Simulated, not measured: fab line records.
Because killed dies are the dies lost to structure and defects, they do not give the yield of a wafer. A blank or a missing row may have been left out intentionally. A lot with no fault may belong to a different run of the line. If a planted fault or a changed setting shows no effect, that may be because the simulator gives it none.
The tool behind it: which one? -- flow gf180mcu -- 10 lots with 30 wafers sampled at 4 steps, on a route of 602 steps

== WHAT THE GAUGES SHOWED, per wafer ==
GF_M1_THK_MEAS_06: measures by xrf. Usual: M1_ALCU_THK typically reads 453 nm, with standard deviation 4.5.
lot,measured,on,M1_ALCU_THK (nm),flag
L745,day 16 01:27,film_metro-03,448 449 452,
L746,day 16 11:02,film_metro-02,458 459 458,
L747,day 17 15:18,film_metro-04,453 456 454,
L750,day 18 01:58,film_metro-04,450 452 453,
L755,day 20 02:08,film_metro-03,446 449 453,
L756,day 20 05:02,film_metro-03,454 455 455,
L760,day 21 15:11,film_metro-04,447 447 447,
L763,day 23 11:32,film_metro-03,446 446 444,
L767,day 23 18:28,film_metro-02,444 447 450,
L768,day 24 14:36,film_metro-02,460 462 460,

GF_V1_CD_MEAS_14: target cd 260 nm. Usual: cd_nm reads 259.9 nm (standard deviation 1.1).
lot,measured,on,cd_nm (nm),flag
L745,day 18 00:04,cd_sem-02,262.1 260.6 261.3,
L746,day 18 11:33,cd_sem-01,260.0 260.0 260.2,
L747,day 19 15:24,cd_sem-02,260.4 259.8 259.0,
L750,day 20 03:40,cd_sem-02,259.8 261.4 260.4,
L755,day 22 04:29,cd_sem-02,252.6 253.8 253.7,OFF
L756,day 22 04:59,cd_sem-02,251.3 251.2 253.1,OFF
L760,day 23 15:09,cd_sem-02,259.1 259.8 258.4,
L763,day 25 04:40,cd_sem-02,257.7 259.3 258.0,
L767,day 25 15:16,cd_sem-02,259.7 259.3 260.1,
L768,day 26 10:21,cd_sem-01,259.5 259.9 258.8,

== EACH LOT AND THE TOOL THAT RAN IT (in order: tool; ch and the chambers of the sampled wafers; start) ==
lot,GF_M1_SPUTTER_04,GF_V1_EXPOSE_11
L745,"pvd_sputter-03, day 16 01:16","krf_scanner-02 ch 0, day 17 13:04"
L746,"pvd_sputter-03, day 16 10:51","krf_scanner-01 ch 0, day 17 23:49"
L747,"pvd_sputter-01, day 17 15:08","krf_scanner-01 ch 0, day 19 03:01"
L750,"pvd_sputter-03, day 18 01:47","krf_scanner-02 ch 0, day 19 15:53"
L755,"pvd_sputter-01, day 20 01:57","krf_scanner-01 ch 0, day 21 16:46"
L756,"pvd_sputter-01, day 20 04:53","krf_scanner-01 ch 0, day 21 17:48"
L760,"pvd_sputter-02, day 21 14:59","krf_scanner-02 ch 0, day 23 03:20"
L763,"pvd_sputter-03, day 23 11:22","krf_scanner-02 ch 0, day 24 16:38"
L767,"pvd_sputter-01, day 23 18:19","krf_scanner-02 ch 0, day 25 06:17"
L768,"pvd_sputter-02, day 24 14:26","krf_scanner-02 ch 0, day 26 01:00"
- GF_M1_SPUTTER_04: material TiN, target thk 50 nm, time 41.7 s.
- GF_V1_EXPOSE_11: exposes mask Via1, target cd 260 nm.

== WHAT THE TOOLS THEMSELVES READ (means of the sampled wafers that have a number; where no wafer has one, the mark that the record gives instead) ==
GF_M1_SPUTTER_04. Usual: throttle_valve_pct reads 29.8 % (standard deviation 1.2).
lot,tool,throttle_valve_pct (%),flag
L745,pvd_sputter-03,29.2,
L746,pvd_sputter-03,30.2,
L747,pvd_sputter-01,29.0,
L750,pvd_sputter-03,29.0,
L755,pvd_sputter-01,28.7,
L756,pvd_sputter-01,29.1,
L760,pvd_sputter-02,30.7,
L763,pvd_sputter-03,29.9,
L767,pvd_sputter-01,29.7,
L768,pvd_sputter-02,30.4,

GF_V1_EXPOSE_11. Usual: exposure_dose_mJ_cm2 reads 38.00 (standard deviation 0.036).
lot,tool,exposure_dose_mJ_cm2,flag
L745,krf_scanner-02,38.01,
L746,krf_scanner-01,38.00,
L747,krf_scanner-01,37.99,
L750,krf_scanner-02,37.96,
L755,krf_scanner-01,36.12,OFF
L756,krf_scanner-01,36.16,OFF
L760,krf_scanner-02,37.98,
L763,krf_scanner-02,38.00,
L767,krf_scanner-02,38.00,
L768,krf_scanner-02,37.95,

== THE ANSWER, worked out from the rows above alone ==
Rule: lot off if the mean of its wafers having a number is beyond 3 standard deviations from the usual mean. Also off: a lot with no number at a reading for which 4 or more lots have one. Any other lot the step has rows for is counted as sound. The gauges are gone through in route order, then the tools' own readings, and for those a lot's mean is taken as printed above. The first step at which some lot is off is used, and at that step the reading that is off furthest; a lot without a number counts as furthest.
Off at GF_V1_CD_MEAS_14 (cd_nm): L755, L756.
A tool fits if, at a process step before that reading, it ran every lot that is off, and no sound lot after the first of them. The gauges at GF_V1_CD_MEAS_14 aren't tried: what is off there is off at GF_V1_EXPOSE_11 too, on other tools, and a gauge's error can't cause that. One fits: krf_scanner-01 at GF_V1_EXPOSE_11. A fault onset in the window from L747 (day 19 03:01, its last sound lot) to L755 (day 21 16:46, its first lot off) fits.
On the lots that are off, the tool's own readings at GF_V1_EXPOSE_11 differ by more than 5 times the standard deviation of the sound lots' means, which bears it out; exposure_dose_mJ_cm2 reads 36.14 there versus 37.99 on the sound lots.

== WHAT WAS PUT IN BY THE SIMULATOR ==
Process parameters drifting: krf_scanner-01 at GF_V1_EXPOSE_11, beginning at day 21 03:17. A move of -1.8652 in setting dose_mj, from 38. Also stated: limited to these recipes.
Lots struck among those shown: L755, L756. Same finding as the rule above.
